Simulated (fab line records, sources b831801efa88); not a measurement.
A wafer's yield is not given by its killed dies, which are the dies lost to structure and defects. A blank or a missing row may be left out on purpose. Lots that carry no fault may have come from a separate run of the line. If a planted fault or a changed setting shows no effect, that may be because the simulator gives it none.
The tool behind it: which one? / flow sky130 / 10 lots with 30 wafers sampled at 6 steps, on a route of 708 steps

WHAT THE GAUGES SHOWED, per wafer
SKY_METAL2_CD_MEAS_15: target cd 140 nm. Usual: cd nm 140.4 nm, standard deviation 1.6.
lot=L739; measured=day 37 01:38; on=cd sem-02; cd nm (nm)=140.3 140.4 141.5; flag=
lot=L743; measured=day 37 19:46; on=cd sem-01; cd nm (nm)=138.4 138.9 138.8; flag=
lot=L746; measured=day 38 19:59; on=cd sem-01; cd nm (nm)=141.7 141.4 140.5; flag=
lot=L747; measured=day 39 01:33; on=cd sem-02; cd nm (nm)=139.3 140.2 139.0; flag=
lot=L748; measured=day 39 04:38; on=cd sem-02; cd nm (nm)=140.3 140.7 140.5; flag=
lot=L751; measured=day 40 02:55; on=cd sem-02; cd nm (nm)=141.6 142.7 141.5; flag=
lot=L755; measured=day 41 00:49; on=cd sem-02; cd nm (nm)=138.7 140.4 138.0; flag=
lot=L756; measured=day 41 07:55; on=cd sem-02; cd nm (nm)=141.9 141.4 142.3; flag=
lot=L757; measured=day 41 09:00; on=cd sem-01; cd nm (nm)=140.3 141.4 141.5; flag=
lot=L759; measured=day 42 05:56; on=cd sem-02; cd nm (nm)=141.8 141.8 141.9; flag=

SKY_CAPM_RS_MEAS_03: measurement is done with a four-point probe. Usual: CAPM_TIN_RS typically reads 6.92 ohm/sq, with standard deviation 0.11.
lot=L739; measured=day 38 07:47; on=film metro-03; CAPM_TIN_RS (ohm/sq)=7.01 6.98 7.05; flag=
lot=L743; measured=day 39 01:11; on=film metro-03; CAPM_TIN_RS (ohm/sq)=6.85 6.85 6.87; flag=
lot=L746; measured=day 40 01:53; on=film metro-02; CAPM_TIN_RS (ohm/sq)=6.93 7.02 6.98; flag=
lot=L747; measured=day 40 05:57; on=film metro-01; CAPM_TIN_RS (ohm/sq)=6.89 6.99 6.94; flag=
lot=L748; measured=day 40 09:08; on=film metro-02; CAPM_TIN_RS (ohm/sq)=7.42 7.04 7.43; flag=OFF
lot=L751; measured=day 41 07:13; on=film metro-02; CAPM_TIN_RS (ohm/sq)=6.91 6.94 6.79; flag=
lot=L755; measured=day 42 05:11; on=film metro-01; CAPM_TIN_RS (ohm/sq)=6.90 6.83 6.89; flag=
lot=L756; measured=day 42 11:44; on=film metro-01; CAPM_TIN_RS (ohm/sq)=6.79 7.00 6.82; flag=
lot=L757; measured=day 42 11:58; on=film metro-02; CAPM_TIN_RS (ohm/sq)=6.74 6.71 6.75; flag=
lot=L759; measured=day 43 08:50; on=film metro-01; CAPM_TIN_RS (ohm/sq)=6.80 6.86 6.86; flag=

SKY_CAPM_THK_MEAS_04: measures by xrf. Usual: CAPM_TIN_THK typically reads 201 nm, with standard deviation 3.2.
lot=L739; measured=day 38 07:55; on=film metro-03; CAPM_TIN_THK (nm)=200 200 197; flag=
lot=L743; measured=day 39 01:17; on=film metro-03; CAPM_TIN_THK (nm)=204 202 203; flag=
lot=L746; measured=day 40 01:59; on=film metro-02; CAPM_TIN_THK (nm)=202 199 200; flag=
lot=L747; measured=day 40 06:04; on=film metro-01; CAPM_TIN_THK (nm)=202 197 199; flag=
lot=L748; measured=day 40 09:15; on=film metro-02; CAPM_TIN_THK (nm)=188 199 187; flag=OFF
lot=L751; measured=day 41 07:19; on=film metro-02; CAPM_TIN_THK (nm)=201 200 204; flag=
lot=L755; measured=day 42 05:19; on=film metro-01; CAPM_TIN_THK (nm)=199 202 200; flag=
lot=L756; measured=day 42 11:51; on=film metro-01; CAPM_TIN_THK (nm)=203 196 202; flag=
lot=L757; measured=day 42 12:05; on=film metro-02; CAPM_TIN_THK (nm)=205 206 205; flag=
lot=L759; measured=day 43 08:57; on=film metro-01; CAPM_TIN_THK (nm)=205 203 202; flag=

WHAT TOOL EACH LOT RAN ON (gives the tool, then ch and the chambers of the sampled wafers, and finally the start)
lot=L739; SKY_METAL3_SPUTTER_02=pvd sputter-01, day 38 07:29; SKY_CAPM_CVD_00=pecvd-02 ch 0,1, day 38 07:36; SKY_CAPM_SPUTTER_02=pvd sputter-04, day 38 07:41
lot=L743; SKY_METAL3_SPUTTER_02=pvd sputter-02, day 39 00:50; SKY_CAPM_CVD_00=pecvd-04 ch 0,1,2, day 39 00:57; SKY_CAPM_SPUTTER_02=pvd sputter-01, day 39 01:02
lot=L746; SKY_METAL3_SPUTTER_02=pvd sputter-01, day 40 01:34; SKY_CAPM_CVD_00=pecvd-04 ch 0,1,2, day 40 01:40; SKY_CAPM_SPUTTER_02=pvd sputter-04, day 40 01:45
lot=L747; SKY_METAL3_SPUTTER_02=pvd sputter-02, day 40 05:38; SKY_CAPM_CVD_00=pecvd-02 ch 1,2, day 40 05:44; SKY_CAPM_SPUTTER_02=pvd sputter-04, day 40 05:49
lot=L748; SKY_METAL3_SPUTTER_02=pvd sputter-03, day 40 08:50; SKY_CAPM_CVD_00=pecvd-03 ch 1,2, day 40 08:56; SKY_CAPM_SPUTTER_02=pvd sputter-04, day 40 09:01
lot=L751; SKY_METAL3_SPUTTER_02=pvd sputter-03, day 41 06:52; SKY_CAPM_CVD_00=pecvd-02 ch 0,1, day 41 06:59; SKY_CAPM_SPUTTER_02=pvd sputter-01, day 41 07:04
lot=L755; SKY_METAL3_SPUTTER_02=pvd sputter-03, day 42 04:54; SKY_CAPM_CVD_00=pecvd-02 ch 1,2, day 42 05:00; SKY_CAPM_SPUTTER_02=pvd sputter-01, day 42 05:05
lot=L756; SKY_METAL3_SPUTTER_02=pvd sputter-01, day 42 11:26; SKY_CAPM_CVD_00=pecvd-02 ch 0,1,2, day 42 11:32; SKY_CAPM_SPUTTER_02=pvd sputter-02, day 42 11:37
lot=L757; SKY_METAL3_SPUTTER_02=pvd sputter-03, day 42 11:39; SKY_CAPM_CVD_00=pecvd-04 ch 1,2, day 42 11:46; SKY_CAPM_SPUTTER_02=pvd sputter-01, day 42 11:50
lot=L759; SKY_METAL3_SPUTTER_02=pvd sputter-02, day 43 08:32; SKY_CAPM_CVD_00=pecvd-02 ch 0, day 43 08:38; SKY_CAPM_SPUTTER_02=pvd sputter-01, day 43 08:43
- SKY_METAL3_SPUTTER_02: material AlCu, target thk 735 nm, time 39.1 s.
- SKY_CAPM_CVD_00: deposits SiO2, target thk 15.5 nm.
- SKY_CAPM_SPUTTER_02: material TiN, target thk 200 nm, time 166.7 s.

AS READ BY THE TOOLS THEMSELVES (means over the sampled wafers that have a number; for cases with no such wafer, the mark the record gives instead)
SKY_METAL3_SPUTTER_02. Usual: throttle valve pct 30.2 %, standard deviation 1.1.
lot=L739; tool=pvd sputter-01; throttle valve pct (%)=30.1; flag=
lot=L743; tool=pvd sputter-02; throttle valve pct (%)=29.7; flag=
lot=L746; tool=pvd sputter-01; throttle valve pct (%)=30.5; flag=
lot=L747; tool=pvd sputter-02; throttle valve pct (%)=31.5; flag=
lot=L748; tool=pvd sputter-03; throttle valve pct (%)=29.7; flag=
lot=L751; tool=pvd sputter-03; throttle valve pct (%)=29.7; flag=
lot=L755; tool=pvd sputter-03; throttle valve pct (%)=29.7; flag=
lot=L756; tool=pvd sputter-01; throttle valve pct (%)=30.6; flag=
lot=L757; tool=pvd sputter-03; throttle valve pct (%)=29.5; flag=
lot=L759; tool=pvd sputter-02; throttle valve pct (%)=30.4; flag=

SKY_CAPM_CVD_00. Usual: heater power w 737 W, standard deviation 58.
lot=L739; tool=pecvd-02; heater power w (W)=730; flag=
lot=L743; tool=pecvd-04; heater power w (W)=737; flag=
lot=L746; tool=pecvd-04; heater power w (W)=767; flag=
lot=L747; tool=pecvd-02; heater power w (W)=762; flag=
lot=L748; tool=pecvd-03; heater power w (W)=721; flag=
lot=L751; tool=pecvd-02; heater power w (W)=718; flag=
lot=L755; tool=pecvd-02; heater power w (W)=729; flag=
lot=L756; tool=pecvd-02; heater power w (W)=722; flag=
lot=L757; tool=pecvd-04; heater power w (W)=779; flag=
lot=L759; tool=pecvd-02; heater power w (W)=777; flag=

SKY_CAPM_SPUTTER_02. Usual: throttle valve pct 30.2 %, standard deviation 0.81.
lot=L739; tool=pvd sputter-04; throttle valve pct (%)=29.3; flag=
lot=L743; tool=pvd sputter-01; throttle valve pct (%)=30.3; flag=
lot=L746; tool=pvd sputter-04; throttle valve pct (%)=30.1; flag=
lot=L747; tool=pvd sputter-04; throttle valve pct (%)=30.1; flag=
lot=L748; tool=pvd sputter-04; throttle valve pct (%)=29.7; flag=
lot=L751; tool=pvd sputter-01; throttle valve pct (%)=30.7; flag=
lot=L755; tool=pvd sputter-01; throttle valve pct (%)=30.7; flag=
lot=L756; tool=pvd sputter-02; throttle valve pct (%)=29.8; flag=
lot=L757; tool=pvd sputter-01; throttle valve pct (%)=30.8; flag=
lot=L759; tool=pvd sputter-01; throttle valve pct (%)=30.8; flag=

THE ANSWER, worked out from the rows above alone
Rule: lot off if the mean of its wafers having a number is beyond 3 standard deviations from the usual mean. A lot without any number at a reading at which 4 lots or more have one is off too. All remaining lots with rows at the step are treated as sound. The gauges are gone through in route order, then the tools' own readings, and for those a lot's mean is taken as printed above. At the first step where some lot is off, the reading lying furthest off is the one used; lots without a number count as furthest.
Off: at SKY_CAPM_RS_MEAS_03 (CAPM_TIN_RS), L748.
If a tool, at a process step before that reading, ran all the lots that are off and no sound lot after the first of them, it fits. Gauges at SKY_CAPM_RS_MEAS_03: tried the same way as those tools. This does not decide it: 2 tools fit, namely pecvd-03 at SKY_CAPM_CVD_00 and pvd sputter-04 at SKY_CAPM_SPUTTER_02.

WHAT WAS PUT IN BY THE SIMULATOR
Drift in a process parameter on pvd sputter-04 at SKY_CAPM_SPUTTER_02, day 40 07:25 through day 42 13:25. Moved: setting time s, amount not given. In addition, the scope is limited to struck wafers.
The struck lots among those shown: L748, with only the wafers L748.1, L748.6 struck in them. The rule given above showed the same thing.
